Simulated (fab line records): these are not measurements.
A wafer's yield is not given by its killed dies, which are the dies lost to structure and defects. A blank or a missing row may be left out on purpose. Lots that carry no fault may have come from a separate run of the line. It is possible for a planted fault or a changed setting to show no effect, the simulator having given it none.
One fault seen from 2 desks	flow gf180mcu	only its own numbers are on each desk; what lay behind them is given at the end

## AT THE METROLOGY DESK
Means of the sampled wafers that have a number, per lot and without regard to the tool the lot ran on: this is what the gauges read. A lot is out of limits, marked OUT, if its mean lies more than 4 standard deviations from the usual mean; the brackets give that distance.
Columns: A = DUAL_GATE_OVL at GF_DUAL_GATE_OVL_MEAS_11, usual 0.1 nm
lot	first seen here	A
L909	day 8 10:56	-1.0
L910	day 8 15:59	0.0
L912	day 9 12:14	1.5
L915	day 10 01:26	0.0
L916	day 10 17:32	-0.8
L924	day 13 03:25	0.3
L927	day 13 21:58	-0.6
L929	day 14 12:01	0.8
L930	day 14 13:46	-0.3
L931	day 14 23:19	1.6
Result from this desk: across the 10 lots, nothing is out of limits.

## AT THE TOOL OWNER'S DESK: litho track-01
The tool's own readings at GF_DUAL_GATE_DEVELOP_10 (develop time 60 s): means of the sampled wafers that have a number, for each lot that ran on this tool. A lot is out of limits, marked OUT, if its mean lies more than 4 standard deviations from the usual mean; the brackets give that distance.
Columns: A = chill plate temp C at GF_DUAL_GATE_DEVELOP_10, usual 23.02 C
lot	first seen here	A
L909	day 8 10:47	23.14
L915	day 10 01:19	23.08
L922	day 12 19:44	22.89
L923	day 13 00:14	23.03
Result from this desk: across the 4 lots, nothing is out of limits.

## ALL TOGETHER
From the metrology desk's view, nothing was out of limits.
The desk of the tool owner found nothing out of limits.

## WHAT THE SIMULATOR HAD INSERTED
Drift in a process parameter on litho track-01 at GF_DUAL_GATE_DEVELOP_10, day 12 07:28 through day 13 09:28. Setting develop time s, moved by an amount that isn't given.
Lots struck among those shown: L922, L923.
